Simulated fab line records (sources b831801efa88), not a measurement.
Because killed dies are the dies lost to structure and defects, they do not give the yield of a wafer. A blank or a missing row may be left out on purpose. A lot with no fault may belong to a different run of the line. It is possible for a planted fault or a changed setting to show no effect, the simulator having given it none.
Check for tools in common | flow gf180mcu | Sampled: 13 lots, 39 wafers

== WHY IT WAS OPENED ==
Flagged at GF_M3_CD_MEAS_14: reading cd-nm, on 2 of 13 lots. Fault-free wafers read 280.0 nm, with a standard deviation of 1.1.
Rule: a lot is flagged when every wafer of it that has a number lies more than 4 standard deviations from that mean, or none has a number. The rest of the lots are taken to be sound.

lot  | measured     | on        | cd-nm (nm), wafer by wafer | flag
L369 | day 21 14:25 | cd-sem-02 | 279.6 280.1 279.3          |
L370 | day 21 20:52 | cd-sem-02 | 279.3 278.8 279.4          |
L371 | day 22 14:13 | cd-sem-01 | 280.7 280.4 281.2          |
L372 | day 22 20:50 | cd-sem-02 | 277.5 278.7 277.4          |
L374 | day 23 14:43 | cd-sem-01 | 280.9 280.0 281.9          |
L377 | day 24 16:44 | cd-sem-02 | 279.8 278.7 279.1          |
L378 | day 24 23:49 | cd-sem-01 | 279.8 279.9 280.4          |
L379 | day 25 05:22 | cd-sem-01 | 279.6 279.6 280.6          |
L383 | day 26 16:09 | cd-sem-02 | 277.8 279.0 278.5          |
L384 | day 26 18:37 | cd-sem-01 | 281.0 280.1 282.5          |
L385 | day 26 23:32 | cd-sem-01 | 260.3 269.8 264.8          | FLAGGED
L386 | day 27 07:46 | cd-sem-01 | 272.8 257.0 273.4          | FLAGGED
L390 | day 28 15:31 | cd-sem-02 | 281.1 280.9 280.9          |
The numbers of the flagged lots are 266.4 nm on average: -13.6 nm against the usual, or -12 standard deviations.

== LOT BY LOT: THE TOOL USED ==
The record holds 3 process steps before the reading, out of a route of 602 steps. In each cell: the tool, then ch and the chambers that the sampled wafers went through, then the start.
lot  | flag    | GF_V2_SPUTTER_21             | GF_M3_SPUTTER_01             | GF_M3_EXPOSE_11
L369 |         | pvd-sputter-01, day 20 13:44 | pvd-sputter-04, day 20 14:33 | krf-scanner-01 ch 0, day 21 02:46
L370 |         | pvd-sputter-02, day 20 19:27 | pvd-sputter-04, day 20 20:15 | krf-scanner-02 ch 0, day 21 08:46
L371 |         | pvd-sputter-01, day 21 14:17 | pvd-sputter-03, day 21 15:05 | krf-scanner-01 ch 0, day 22 02:45
L372 |         | pvd-sputter-01, day 21 20:37 | pvd-sputter-04, day 21 21:25 | krf-scanner-01 ch 0, day 22 09:23
L374 |         | pvd-sputter-01, day 22 14:55 | pvd-sputter-04, day 22 15:43 | krf-scanner-02 ch 0, day 23 03:14
L377 |         | pvd-sputter-02, day 23 17:34 | pvd-sputter-04, day 23 18:22 | krf-scanner-01 ch 0, day 24 05:34
L378 |         | pvd-sputter-04, day 24 00:11 | pvd-sputter-02, day 24 01:05 | krf-scanner-02 ch 0, day 24 12:53
L379 |         | pvd-sputter-02, day 24 06:28 | pvd-sputter-04, day 24 07:26 | krf-scanner-02 ch 0, day 24 19:13
L383 |         | pvd-sputter-02, day 25 18:47 | pvd-sputter-04, day 25 19:35 | krf-scanner-01 ch 0, day 26 06:05
L384 |         | pvd-sputter-01, day 25 20:50 | pvd-sputter-02, day 25 21:38 | krf-scanner-02 ch 0, day 26 07:59
L385 | FLAGGED | pvd-sputter-01, day 26 02:19 | pvd-sputter-02, day 26 03:06 | krf-scanner-02 ch 0, day 26 13:40
L386 | FLAGGED | pvd-sputter-02, day 26 11:16 | pvd-sputter-03, day 26 12:04 | krf-scanner-02 ch 0, day 26 22:01
L390 |         | pvd-sputter-02, day 27 19:16 | pvd-sputter-03, day 27 20:04 | krf-scanner-01 ch 0, day 28 06:25
What these steps do:
- GF_V2_SPUTTER_21: material Ti, target thk 15 nm, time 80.02 s.
- GF_M3_SPUTTER_01: material TiN, target thk 30 nm, time 25 s.
- GF_M3_EXPOSE_11: exposes mask Metal3, target cd 280 nm.
- GF_M3_CD_MEAS_14: target cd 280 nm.

== FLAGGED OVER TOTAL, TOOL BY TOOL (the gauges that took the reading come last) ==
step             | tool           | lots run | flagged | share of the flagged lots | sound lots run after its first flagged lot
GF_V2_SPUTTER_21 | pvd-sputter-01 | 6        | 1       | some                      | 0
GF_V2_SPUTTER_21 | pvd-sputter-02 | 6        | 1       | some                      | 1 (L390)
GF_V2_SPUTTER_21 | pvd-sputter-04 | 1        | 0       | none                      | -
GF_M3_SPUTTER_01 | pvd-sputter-02 | 3        | 1       | some                      | 0
GF_M3_SPUTTER_01 | pvd-sputter-03 | 3        | 1       | some                      | 1 (L390)
GF_M3_SPUTTER_01 | pvd-sputter-04 | 7        | 0       | none                      | -
GF_M3_EXPOSE_11  | krf-scanner-01 | 6        | 0       | none                      | -
GF_M3_EXPOSE_11  | krf-scanner-02 | 7        | 2       | all                       | 0
GF_M3_CD_MEAS_14 | cd-sem-01      | 7        | 2       | all                       | 0
GF_M3_CD_MEAS_14 | cd-sem-02      | 6        | 0       | none                      | -

== WHAT THE TABLE ALLOWS ==
Table rows that saw every flagged lot: 2, namely krf-scanner-02 at GF_M3_EXPOSE_11 and cd-sem-01 at GF_M3_CD_MEAS_14.
- krf-scanner-02 at GF_M3_EXPOSE_11: 2 of its 7 lots flagged. Its last sound lot is L384 (day 26 07:59), its first flagged lot L385 (day 26 13:40): a fault that began between those two fits.
- cd-sem-01 at GF_M3_CD_MEAS_14: 2 of its 7 lots flagged. Its last sound lot is L384 (day 26 18:37), its first flagged lot L385 (day 26 23:32): a fault that began between those two fits.
These 2 tools cannot be told apart by counting lots, since each of them fits a fault that started at some hour. More lots, or a look at what each step does to the wafer, might.

== WHAT THE SIMULATOR PUT IN ==
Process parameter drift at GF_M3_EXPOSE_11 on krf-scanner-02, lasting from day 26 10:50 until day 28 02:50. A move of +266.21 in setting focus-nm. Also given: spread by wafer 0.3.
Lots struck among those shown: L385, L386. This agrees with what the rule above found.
